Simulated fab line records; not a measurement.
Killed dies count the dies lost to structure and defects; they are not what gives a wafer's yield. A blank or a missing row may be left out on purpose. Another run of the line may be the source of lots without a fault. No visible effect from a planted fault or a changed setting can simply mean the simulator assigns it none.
Matching of chambers	flow gf180mcu	GF_MIM_CVD_05 on pecvd-02: 3 sister chambers
The step deposits Si3N4, target thk 42 nm, time 29.086 s. 3 wafers are shown with their chamber, then 9 later ones without.

== WAFERS WITH THEIR CHAMBER ==
wafer	chamber	heater power w (W)
L085.4	2	673
L085.5	1	967
L085.6	0	610

== WAFERS WHOSE CHAMBER IS MISSING ==
wafer	heater power w (W)
L087.3	649
L087.4	927
L087.5	661
L089.1	647
L089.2	881
L089.3	626
L097.1	940
L097.2	613
L097.4	965

== THE CHAMBER EACH PASSED THROUGH ==
wafer	from the rows above	in truth
L087.3	can't be placed: 2 or 0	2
L087.4	1	1
L087.5	can't be placed: 2 or 0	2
L089.1	can't be placed: 2 or 0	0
L089.2	1	1
L089.3	can't be placed: 0 or 2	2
L097.1	1	1
L097.2	can't be placed: 0 or 2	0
L097.4	1	1
Placed correctly: 4 of 9. These rows do not allow placing 5 (true chamber among the candidates in 5). Number placed wrongly: 0.
How it was worked out, from the rows above alone: a wafer's distance from a chamber is the root of the sum, over the readings, of the square of ((its reading less the chamber's mean) divided by the reading's scatter). The wafer belongs to the nearest chamber; if the next one is less than 2 further off, it can't be placed. Each chamber's mean is taken over the wafers shown for it. The scatter (one wafer shown for each chamber): square how far every hidden wafer sits from the nearest shown wafer, average those squares and take the square root.
